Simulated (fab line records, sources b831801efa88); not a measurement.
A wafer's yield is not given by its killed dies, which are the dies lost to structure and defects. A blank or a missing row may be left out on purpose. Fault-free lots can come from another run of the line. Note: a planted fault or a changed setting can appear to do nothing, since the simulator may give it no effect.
Which tool is to blame? || flow sky130 || 14 lots with 42 wafers sampled at 2 steps, on a route of 708 steps

== WHAT THE GAUGES SHOWED, per wafer ==
The record lacks any reading of a measuring or inspecting step that a usual standard deviation could be used to judge.

== WHAT TOOL EACH LOT RAN ON (gives the tool, then ch and the chambers of the sampled wafers, and finally the start) ==
{"lot": "L600", "SKY_METAL5_SOFTBAKE_10": "litho track-02 ch 0, day 44 00:19", "SKY_PAD_OPEN_PROBE_99": "prober-02, day 46 09:16"}
{"lot": "L601", "SKY_METAL5_SOFTBAKE_10": "litho track-03 ch 0, day 44 06:56", "SKY_PAD_OPEN_PROBE_99": "prober-01, day 46 16:58"}
{"lot": "L604", "SKY_METAL5_SOFTBAKE_10": "litho track-03 ch 0, day 44 19:46", "SKY_PAD_OPEN_PROBE_99": "prober-02, day 47 04:33"}
{"lot": "L605", "SKY_METAL5_SOFTBAKE_10": "litho track-02 ch 0, day 45 02:11", "SKY_PAD_OPEN_PROBE_99": "prober-01, day 47 10:34"}
{"lot": "L606", "SKY_METAL5_SOFTBAKE_10": "litho track-04 ch 0, day 45 08:14", "SKY_PAD_OPEN_PROBE_99": "prober-02, day 47 15:14"}
{"lot": "L607", "SKY_METAL5_SOFTBAKE_10": "litho track-02 ch 0, day 45 14:20", "SKY_PAD_OPEN_PROBE_99": "prober-01, day 47 22:46"}
{"lot": "L608", "SKY_METAL5_SOFTBAKE_10": "litho track-03 ch 0, day 45 20:25", "SKY_PAD_OPEN_PROBE_99": "prober-02, day 48 02:17"}
{"lot": "L610", "SKY_METAL5_SOFTBAKE_10": "litho track-02 ch 0, day 46 11:31", "SKY_PAD_OPEN_PROBE_99": "prober-02, day 48 17:14"}
{"lot": "L611", "SKY_METAL5_SOFTBAKE_10": "litho track-03 ch 0, day 46 17:11", "SKY_PAD_OPEN_PROBE_99": "prober-01, day 48 20:27"}
{"lot": "L613", "SKY_METAL5_SOFTBAKE_10": "litho track-03 ch 0, day 46 21:44", "SKY_PAD_OPEN_PROBE_99": "prober-01, day 49 01:45"}
{"lot": "L617", "SKY_METAL5_SOFTBAKE_10": "litho track-03 ch 0, day 47 22:14", "SKY_PAD_OPEN_PROBE_99": "prober-01, day 49 23:42"}
{"lot": "L619", "SKY_METAL5_SOFTBAKE_10": "litho track-02 ch 0, day 48 09:04", "SKY_PAD_OPEN_PROBE_99": "prober-01, day 50 08:50"}
{"lot": "L621", "SKY_METAL5_SOFTBAKE_10": "litho track-02 ch 0, day 48 23:53", "SKY_PAD_OPEN_PROBE_99": "prober-01, day 50 21:48"}
{"lot": "L622", "SKY_METAL5_SOFTBAKE_10": "litho track-04 ch 0, day 49 00:32", "SKY_PAD_OPEN_PROBE_99": "prober-02, day 50 22:57"}
- SKY_METAL5_SOFTBAKE_10: time 60 s.
- SKY_PAD_OPEN_PROBE_99

== AS READ BY THE TOOLS THEMSELVES (means over the sampled wafers that have a number; for cases with no such wafer, the mark the record gives instead) ==
SKY_METAL5_SOFTBAKE_10.
{"lot": "L600", "tool": "litho track-02", "heater power total W (W)": 56.61, "run length s (s)": 88.97}
{"lot": "L601", "tool": "litho track-03", "heater power total W (W)": 56.57, "run length s (s)": 88.75}
{"lot": "L604", "tool": "litho track-03", "heater power total W (W)": 56.60, "run length s (s)": 88.87}
{"lot": "L605", "tool": "litho track-02", "heater power total W (W)": 56.61, "run length s (s)": 88.98}
{"lot": "L606", "tool": "litho track-04", "heater power total W (W)": 56.59, "run length s (s)": 88.85}
{"lot": "L607", "tool": "litho track-02", "heater power total W (W)": 56.64, "run length s (s)": 89.02}
{"lot": "L608", "tool": "litho track-03", "heater power total W (W)": 56.55, "run length s (s)": 88.86}
{"lot": "L610", "tool": "litho track-02", "heater power total W (W)": 56.56, "run length s (s)": 88.96}
{"lot": "L611", "tool": "litho track-03", "heater power total W (W)": 56.63, "run length s (s)": 88.91}
{"lot": "L613", "tool": "litho track-03", "heater power total W (W)": 56.61, "run length s (s)": 88.99}
{"lot": "L617", "tool": "litho track-03", "heater power total W (W)": 56.58, "run length s (s)": 88.98}
{"lot": "L619", "tool": "litho track-02", "heater power total W (W)": 57.61, "run length s (s)": 86.15}
{"lot": "L621", "tool": "litho track-02", "heater power total W (W)": 57.13, "run length s (s)": 87.43}
{"lot": "L622", "tool": "litho track-04", "heater power total W (W)": 56.62, "run length s (s)": 88.87}

SKY_PAD_OPEN_PROBE_99.
{"lot": "L600", "tool": "prober-02", "defect limited yield (%)": 82.1, "killed_at_M0_to_M3": 46, "killed_at_M4_up": 3.3, "killed at contacts": 25, "killed at front end": 14, "killed at other": 0.0, "killed dies": 88, "killed on rim": 17, "killed open": 49, "killed short": 39, "sort_bin_3_pad_short (%)": 0.6, "sort_bin_5_function (%)": 10.7, "sort_bin_6_memory (%)": 6.6, "sort n pass": 404, "sort yield pct (%)": 82.1}
{"lot": "L601", "tool": "prober-01", "defect limited yield (%)": 80.6, "killed_at_M0_to_M3": 47, "killed_at_M4_up": 3.0, "killed at contacts": 26, "killed at front end": 20, "killed at other": 0.0, "killed dies": 96, "killed on rim": 19, "killed open": 53, "killed short": 43, "sort_bin_3_pad_short (%)": 1.0, "sort_bin_5_function (%)": 11.1, "sort_bin_6_memory (%)": 7.4, "sort n pass": 396, "sort yield pct (%)": 80.6}
{"lot": "L604", "tool": "prober-02", "defect limited yield (%)": 82.3, "killed_at_M0_to_M3": 43, "killed_at_M4_up": 2.0, "killed at contacts": 28, "killed at front end": 14, "killed at other": 0.3, "killed dies": 87, "killed on rim": 16, "killed open": 48, "killed short": 39, "sort_bin_3_pad_short (%)": 0.5, "sort_bin_5_function (%)": 10.8, "sort_bin_6_memory (%)": 6.4, "sort n pass": 405, "sort yield pct (%)": 82.3}
{"lot": "L605", "tool": "prober-01", "defect limited yield (%)": 83.6, "killed_at_M0_to_M3": 44, "killed_at_M4_up": 5.3, "killed at contacts": 22, "killed at front end": 10, "killed at other": 0.3, "killed dies": 81, "killed on rim": 16, "killed open": 42, "killed short": 39, "sort_bin_3_pad_short (%)": 1.0, "sort_bin_5_function (%)": 9.8, "sort_bin_6_memory (%)": 5.6, "sort n pass": 411, "sort yield pct (%)": 83.6}
{"lot": "L606", "tool": "prober-02", "defect limited yield (%)": 81.8, "killed_at_M0_to_M3": 50, "killed_at_M4_up": 3.7, "killed at contacts": 23, "killed at front end": 12, "killed at other": 0.0, "killed dies": 90, "killed on rim": 20, "killed open": 49, "killed short": 39, "sort_bin_3_pad_short (%)": 0.8, "sort_bin_5_function (%)": 10.9, "sort_bin_6_memory (%)": 6.5, "sort n pass": 402, "sort yield pct (%)": 81.8}
{"lot": "L607", "tool": "prober-01", "defect limited yield (%)": 81.8, "killed_at_M0_to_M3": 37, "killed_at_M4_up": 6.3, "killed at contacts": 27, "killed at front end": 18, "killed at other": 0.0, "killed dies": 89, "killed on rim": 18, "killed open": 45, "killed short": 43, "sort_bin_3_pad_short (%)": 1.1, "sort_bin_5_function (%)": 11.0, "sort_bin_6_memory (%)": 6.0, "sort n pass": 403, "sort yield pct (%)": 81.8}
{"lot": "L608", "tool": "prober-02", "defect limited yield (%)": 83.1, "killed_at_M0_to_M3": 40, "killed_at_M4_up": 3.7, "killed at contacts": 25, "killed at front end": 14, "killed at other": 0.7, "killed dies": 83, "killed on rim": 15, "killed open": 43, "killed short": 39, "sort_bin_3_pad_short (%)": 0.9, "sort_bin_5_function (%)": 10.5, "sort_bin_6_memory (%)": 5.5, "sort n pass": 409, "sort yield pct (%)": 83.1}
{"lot": "L610", "tool": "prober-02", "defect limited yield (%)": 81.2, "killed_at_M0_to_M3": 45, "killed_at_M4_up": 6.0, "killed at contacts": 27, "killed at front end": 14, "killed at other": 0.3, "killed dies": 92, "killed on rim": 18, "killed open": 49, "killed short": 42, "sort_bin_3_pad_short (%)": 1.2, "sort_bin_5_function (%)": 10.4, "sort_bin_6_memory (%)": 7.1, "sort n pass": 400, "sort yield pct (%)": 81.2}
{"lot": "L611", "tool": "prober-01", "defect limited yield (%)": 86.2, "killed_at_M0_to_M3": 36, "killed_at_M4_up": 2.7, "killed at contacts": 17, "killed at front end": 13, "killed at other": 0.0, "killed dies": 68, "killed on rim": 12, "killed open": 34, "killed short": 34, "sort_bin_3_pad_short (%)": 1.0, "sort_bin_5_function (%)": 7.9, "sort_bin_6_memory (%)": 4.9, "sort n pass": 424, "sort yield pct (%)": 86.2}
{"lot": "L613", "tool": "prober-01", "defect limited yield (%)": 81.7, "killed_at_M0_to_M3": 45, "killed_at_M4_up": 1.0, "killed at contacts": 31, "killed at front end": 13, "killed at other": 0.3, "killed dies": 90, "killed on rim": 19, "killed open": 51, "killed short": 39, "sort_bin_3_pad_short (%)": 1.1, "sort_bin_5_function (%)": 10.7, "sort_bin_6_memory (%)": 6.5, "sort n pass": 402, "sort yield pct (%)": 81.7}
{"lot": "L617", "tool": "prober-01", "defect limited yield (%)": 81.2, "killed_at_M0_to_M3": 45, "killed_at_M4_up": 3.0, "killed at contacts": 28, "killed at front end": 16, "killed at other": 0.0, "killed dies": 92, "killed on rim": 18, "killed open": 50, "killed short": 42, "sort_bin_3_pad_short (%)": 0.8, "sort_bin_5_function (%)": 11.4, "sort_bin_6_memory (%)": 6.6, "sort n pass": 400, "sort yield pct (%)": 81.2}
{"lot": "L619", "tool": "prober-01", "defect limited yield (%)": 82.3, "killed_at_M0_to_M3": 42, "killed_at_M4_up": 3.7, "killed at contacts": 28, "killed at front end": 14, "killed at other": 0.3, "killed dies": 87, "killed on rim": 15, "killed open": 53, "killed short": 34, "sort_bin_3_pad_short (%)": 0.9, "sort_bin_5_function (%)": 10.9, "sort_bin_6_memory (%)": 5.9, "sort n pass": 405, "sort yield pct (%)": 82.3}
{"lot": "L621", "tool": "prober-01", "defect limited yield (%)": 84.1, "killed_at_M0_to_M3": 44, "killed_at_M4_up": 2.7, "killed at contacts": 16, "killed at front end": 13, "killed at other": 1.3, "killed dies": 78, "killed on rim": 15, "killed open": 39, "killed short": 39, "sort_bin_3_pad_short (%)": 1.3, "sort_bin_5_function (%)": 9.4, "sort_bin_6_memory (%)": 5.1, "sort n pass": 414, "sort yield pct (%)": 84.1}
{"lot": "L622", "tool": "prober-02", "defect limited yield (%)": 83.8, "killed_at_M0_to_M3": 40, "killed_at_M4_up": 2.3, "killed at contacts": 19, "killed at front end": 18, "killed at other": 0.0, "killed dies": 80, "killed on rim": 13, "killed open": 39, "killed short": 39, "sort_bin_3_pad_short (%)": 0.8, "sort_bin_5_function (%)": 9.4, "sort_bin_6_memory (%)": 6.0, "sort n pass": 412, "sort yield pct (%)": 83.8}

== THE ANSWER, worked out from the rows above alone ==
Rule: the lots themselves supply what counts as usual. The widest of any qualifying gaps counts: lots, ordered by their means at a reading, are off when they make up no more than a third of the lots, leave a main group of 4 or more, and stand apart from it by 3 or more times the standard deviation of that group's means. The tables above print the reading to a certain number of digits; a main group whose means all agree to those digits is not used. Also off: a lot with no number at a reading for which 4 or more lots have one. The other lots that the step has rows for count as sound. After the gauges, taken in route order, come the tools' own readings; for these a lot's mean is taken, as printed above. At the first step where some lot is off, the reading lying furthest off is the one used; lots without a number count as furthest.
Off, at SKY_METAL5_SOFTBAKE_10 on heater power total W: L619, L621. The main group: mean 56.60 W, standard deviation 0.027.
If a tool, at that step or one of the process steps before it, ran each lot that is off and ran no sound lot following the first of them, it fits. One fits: SKY_METAL5_SOFTBAKE_10 on litho track-02. Its last sound lot is L610 (day 46 11:31), its first lot that is off L619 (day 48 09:04): a fault that began between those two fits.
The tool's own readings at SKY_METAL5_SOFTBAKE_10 bear it out: on the lots that are off they differ by more than 5 times the standard deviation of the sound lots' means. heater power total W reads 57.37 W there against 56.60 W on the sound lots; run length s reads 86.79 s there against 88.92 s on the sound lots.

== WHAT THE SIMULATOR HAD INSERTED ==
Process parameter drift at SKY_METAL5_SOFTBAKE_10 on litho track-02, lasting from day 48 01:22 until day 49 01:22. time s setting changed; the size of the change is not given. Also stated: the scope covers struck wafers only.
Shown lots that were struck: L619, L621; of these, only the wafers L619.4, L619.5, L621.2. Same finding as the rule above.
